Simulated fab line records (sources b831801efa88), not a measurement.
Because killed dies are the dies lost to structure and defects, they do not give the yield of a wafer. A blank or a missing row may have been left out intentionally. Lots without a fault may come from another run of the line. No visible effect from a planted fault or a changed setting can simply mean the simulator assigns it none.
Comparing a struck lot with a sound one + flow sky130 + 15 out of 708 route steps
Sound: the wafers L926.1, L926.2, L926.3. Struck: wafer L934.6 (L934.1, L934.5, from the same lot, were not struck and are left out); the cause is given at the end.
For every step that has rows: the tool of each side, followed by ch and its chambers, followed by its first start. Under that, the readings that differ: sound wafers + struck wafers + difference of the means + sigmas: that difference in standard deviations of wafers without a fault.
alike: same words and numbers on both sides, and readings whose means sit less than 2 such deviations apart. not compared: any withheld reading, any reading some wafer has no value for, any bound like >300 that may hide the same value, and any number with overlapping values for which the record gives no deviation.
A row with sigmas, a row that says differs or no value, or rows on one side alone: a step with any of these is where the two part. Numbers that have no deviation but don't overlap get no sigmas and don't part them. Lack of a reading on every wafer of one side parts them only where that side has two or more wafers.

first, 8 steps without rows for these wafers: SKY_FIELD_ISO_DEHYDRATE_05 (time 60 s); SKY_FIELD_ISO_HMDS_06 (prime time 60 s); SKY_FIELD_ISO_COAT_07 (resist thk 60 nm); SKY_FIELD_ISO_COAT_08 (resist thk 450 nm); SKY_FIELD_ISO_SOFTBAKE_09 (time 90 s); SKY_FIELD_ISO_EXPOSE_10 (exposes mask FOM, target cd 150 nm); SKY_FIELD_ISO_PEB_11; SKY_FIELD_ISO_DEVELOP_12 (develop time 60 s).
SKY_FIELD_ISO_CD_MEAS_13: target cd 150 nm.
  sound: cdSem-01 at day 4 08:14; struck: cdSem-02 at day 6 02:14
  alike: cdNm
SKY_FIELD_ISO_ETCH_14: etches BARC in N2/H2, stops on SiO2, time 45.9 s, target depth 60 nm.
  sound on rieDiel-02 ch 0,2,3, day 4 08:22; struck on rieDiel-03 ch 1, day 6 02:22
  alike: drypumpMotorCurrentA, oesProductAu, runLengthS, throttleValvePct
  not compared: rfHoursCounterH
SKY_FIELD_ISO_ETCH_15: etches the open film in CHF3/O2, stops on Si, target depth 180 nm, time 72 s.
  sound on rieDiel-02 ch 0,2,3, day 4 08:24; struck on rieDiel-03 ch 1, day 6 02:24
  alike: drypumpMotorCurrentA, oesProductAu, runLengthS, throttleValvePct
  not compared: rfHoursCounterH
SKY_FIELD_ISO_STRIP_16: strips in O2/N2.
  sound on plasmaAsher-03 ch 0,1, day 4 08:28; struck on plasmaAsher-04 ch 1, day 6 02:28
  alike: drypumpMotorCurrentA, oesProductAu, stripTimeToEndpointS
  not compared: rfHoursCounterH
SKY_FIELD_ISO_ETCH_17: etches Si in HBr/Cl2/O2, target depth 342 nm, time 97.7 s.
  sound on rieSi-02 ch 0,2,3, day 4 08:34; struck on rieSi-02 ch 3, day 6 02:34
| reading                             | sound             | struck | difference | sigmas |
|-------------------------------------|-------------------|--------|------------|--------|
| runLengthS (s)                      | 126.7 125.7 126.2 | 112.2  | -14.0      | -30    |
| model.FIELD_ISO.featureDepthNm (nm) | 330.1 350.2 353.3 | 306.4  | -38.1      |        |
| model.etch.depthNm (nm)             | 330.1 350.2 353.3 | 306.4  | -38.1      |        |
  alike: drypumpMotorCurrentA, oesProductAu, throttleValvePct
  not compared: rfHoursCounterH
then, 1 step without rows for these wafers: SKY_FIELD_ISO_WET_ETCH_18 (etches Si3N4 in H3PO4, target depth 25 nm, time 286 s).
-- the record jumps here: 44 days lie between the struck wafers' starts before and after (it left off in module FIELD_ISO and takes up again in module PAD_OPEN, whose first step shown is number 708 of the route) --
SKY_PAD_OPEN_PROBE_99:
  sound: prober-01 at day 48 07:53; struck: prober-01 at day 49 19:47
| reading                               | sound                         | struck    | difference | sigmas |
|---------------------------------------|-------------------------------|-----------|------------|--------|
| killed_at_M4_up                       | 8 1 10                        | 0         | -6         | -3     |
| killedAtContacts                      | 25 21 20                      | 34        | +12        | +2     |
| model.etest.res_p_drift_20v.lineOhmUm | 9932 1.076e+04 1.099e+04      | 9486      | -1075      |        |
| model.etest.res_p_drift_20v.rsOhmSq   | 8302 9045 9200                | 7915      | -934       |        |
| model.etest.pfet_16v.rOnOhmUm         | 1.466e+04 1.567e+04 1.555e+04 | 1.417e+04 | -1.123e+03 |        |
| model.etest.resIsoPwell.rsOhmSq       | 2860 3321 3354                | 2411      | -767       |        |
| model.etest.resIsoPwell.lineOhmUm     | 1069 1244 1253                | 920.3     | -268.4     |        |
| model.etest.resNwell.lineOhmUm        | 1107 1199 1192                | 1046      | -120       |        |
| model.etest.resNwell.rsOhmSq          | 930.8 999.2 998.5             | 858.1     | -118.1     |        |
| model.etest.resNwell.widthNm (nm)     | 840.7 841 842.7               | 817.8     | -23.7      |        |
  alike: killed_at_M0_to_M3, killedAtFrontEnd, killedAtOther, killedDies, killedOpen, killedShort

WHERE THEY PART
Earliest at SKY_FIELD_ISO_ETCH_17; latest, in this record, at SKY_PAD_OPEN_PROBE_99.

WHY: the cause the simulator had injected
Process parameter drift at SKY_FIELD_ISO_ETCH_17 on rieSi-02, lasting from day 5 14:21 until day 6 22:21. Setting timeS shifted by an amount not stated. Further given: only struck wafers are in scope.
